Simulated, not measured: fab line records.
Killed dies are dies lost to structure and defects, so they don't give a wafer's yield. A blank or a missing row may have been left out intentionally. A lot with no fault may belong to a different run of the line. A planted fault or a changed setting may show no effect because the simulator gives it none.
Comparing a struck lot with a sound one ; flow sky130 ; 31 out of 708 route steps
Sound: wafers L902.1, L902.2, L902.5. Struck: wafer L912.5; the same lot's L912.1 was not struck, so it is left out; see the end for the cause.
For every step that has rows: the tool of each side, followed by ch and its chambers, followed by its first start. Under that, the readings that differ: sound wafers ; struck wafers ; difference of the means ; sigmas: that difference in standard deviations of wafers without a fault.
alike: words and numbers the same on both sides, and readings whose means are apart by under 2 such deviations; not compared: readings that were withheld, readings missing a value for some wafer, numbers with overlapping values and no deviation given by the record, and bounds like >300 which may hide the same value.
Wherever a step has rows on one side only, a row that says differs or no value, or a row with sigmas, the two part there. Non-overlapping numbers with no deviation appear without sigmas and do not part them. A reading that every wafer of one side lacks parts them only if that side has two wafers or more.

first, 3 steps without rows for these wafers: SKY_CONTACT_STRIP_20 (strips in post etch residue remover, time 1200 s); SKY_CONTACT_CLEAN_21 (cleans in IPA, time 180 s); SKY_CONTACT_CLEAN_22 (cleans in O3/DIW).
SKY_CONTACT_SPUTTER_23: material TiN, target thk 20 nm, time 80 s.
  sound: pvd sputter-01 at day 32 11:46; struck: pvd sputter-01 at day 35 16:22
  alike: throttle valve pct
then, 1 step without rows for these wafers: SKY_CONTACT_CVD_24 (deposits W, target thk 340 nm, time 102.12 s).
SKY_CONTACT_RS_MEAS_25: uses a four-point probe to measure.
  sound: film metro-02 at day 32 11:56; struck: film metro-04 at day 35 16:32
reading;sound;struck;difference;sigmas
CONTACT_W_RS (ohm/sq);0.340 0.338 0.340;0.323;-0.016;-3
SKY_CONTACT_THK_MEAS_26: measures by xrf.
  sound: film metro-02 at day 32 12:03; struck: film metro-04 at day 35 16:39
reading;sound;struck;difference;sigmas
CONTACT_W_THK (nm);345 348 346;365;+19;+2
then, 1 step without rows for these wafers: SKY_CONTACT_CMP_27 (polishes, stops on SiO2, t overpolish 15 s, target thk 0 nm).
SKY_METAL1_SPUTTER_00: material Ti, target thk 15 nm, time 10 s.
  sound: pvd sputter-04 at day 32 12:25; struck: pvd sputter-04 at day 35 17:07
reading;sound;struck;difference;sigmas
throttle valve pct (%);30.6 30.5 31.1;28.5;-2.2;-2
then, 1 step without rows for these wafers: SKY_METAL1_SPUTTER_01 (material TiN, target thk 20 nm, time 16.7 s).
SKY_METAL1_SPUTTER_02: material AlCu, target thk 250 nm, time 13.3 s.
  sound: pvd sputter-04 at day 32 12:28; struck: pvd sputter-04 at day 35 17:10
reading;sound;struck;difference;sigmas
throttle valve pct (%);30.6 30.8 31.4;28.4;-2.5;-3
then, 1 step without rows for these wafers: SKY_METAL1_SPUTTER_03 (material Ti, target thk 5 nm, time 3.3 s).
SKY_METAL1_SPUTTER_04: material TiN, target thk 70 nm, time 58.3 s.
  sound: pvd sputter-04 at day 32 12:30; struck: pvd sputter-04 at day 35 17:12
reading;sound;struck;difference;sigmas
model.TiN_of_METAL1_SPUTTER_04.thk nm (nm);71.16 70.61 71.04;111;+40;
  alike: throttle valve pct
SKY_METAL1_RS_MEAS_05: uses a four-point probe to measure.
  sound: film metro-03 at day 32 12:33; struck: film metro-02 at day 35 17:32
  alike: METAL1_ALCU_RS
  not compared: hold
SKY_METAL1_THK_MEAS_06: measures by xrf.
  sound: film metro-03 at day 32 12:40; struck: film metro-02 at day 35 22:37
reading;sound;struck;difference;sigmas
METAL1_ALCU_THK (nm);246.6 245.8 247.5;227.5;-19.1;-7
  not compared: hold
then, 7 steps without rows for these wafers: SKY_METAL1_HMDS_08 (prime time 60 s); SKY_METAL1_COAT_09 (resist thk 60 nm); SKY_METAL1_COAT_10 (resist thk 450 nm); SKY_METAL1_SOFTBAKE_11 (time 90 s); SKY_METAL1_EXPOSE_12 (exposes mask MM1, target cd 140 nm); SKY_METAL1_PEB_13; SKY_METAL1_DEVELOP_14 (develop time 60 s).
SKY_METAL1_CD_MEAS_15: target cd 140 nm.
  sound: cd sem-02 at day 33 15:21; struck: cd sem-01 at day 36 19:29
  alike: cd nm
SKY_METAL1_OVL_MEAS_16:
  sound: overlay-02 at day 33 15:28; struck: overlay-01 at day 36 19:36
  alike: METAL1_OVL
SKY_METAL1_DESCUM_17: chemistry O2, time 8 s.
  sound on rie metal-01 ch 0,1, day 33 15:31; struck on rie metal-01 ch 1, day 36 19:38
  alike: drypump motor current A, oes product au, rf fwd power W
  not compared: rf hours counter h
SKY_METAL1_ETCH_18: etches BARC in N2/H2, stops on SiO2, time 45.9 s, target depth 60 nm.
  sound on rie metal-01 ch 0,1, day 33 15:32; struck on rie metal-01 ch 1, day 36 19:40
  alike: drypump motor current A, oes product au, rf fwd power W, throttle valve pct
  not compared: rf hours counter h
then, 2 steps without rows for these wafers: SKY_METAL1_METAL_ETCH_19 (etches the open film in Cl2/BCl3, stops on SiO2, target depth 360 nm, time 78 s); SKY_METAL1_STRIP_20 (strips in O2/N2).
SKY_METAL1_STRIP_21: strips in post etch residue remover, time 1200 s.
  sound on wet bench-01 ch 2, day 33 15:47; struck on wet bench-04 ch 3, day 36 19:56
reading;sound;struck;difference;sigmas
model.TiN_of_METAL1_SPUTTER_04.thk nm (nm);70.73 70.18 70.62;110.6;+40.1;
then, 1 step without rows for these wafers: SKY_METAL1_CLEAN_22 (cleans in IPA, time 180 s).
-- the record jumps here: 12 days lie between the struck wafers' starts before and after (it left off in module METAL1 and takes up again in module PAD_OPEN, whose first step shown is number 708 of the route) --
SKY_PAD_OPEN_PROBE_99:
  sound: prober-01 at day 46 11:44; struck: prober-01 at day 48 21:09
reading;sound;struck;difference;sigmas
model.etest.via1 chain.rc ohm;16.47 16.88 16.61;18.47;+1.82;
  alike: defect limited yield, killed_at_M0_to_M3, killed_at_M4_up, killed at contacts, killed at front end, killed at other, killed dies, killed open, killed short, sort_bin_3_pad_short, sort_bin_5_function, sort_bin_6_memory, sort n pass, sort yield pct

== WHERE THEY PART ==
Last at SKY_METAL1_THK_MEAS_06 as far as this record goes, first at SKY_CONTACT_RS_MEAS_25. Later steps at which nothing parts them and some readings are alike: SKY_METAL1_CD_MEAS_15, SKY_METAL1_OVL_MEAS_16, SKY_METAL1_DESCUM_17, SKY_METAL1_ETCH_18, SKY_PAD_OPEN_PROBE_99.

WHY: the cause the simulator had injected
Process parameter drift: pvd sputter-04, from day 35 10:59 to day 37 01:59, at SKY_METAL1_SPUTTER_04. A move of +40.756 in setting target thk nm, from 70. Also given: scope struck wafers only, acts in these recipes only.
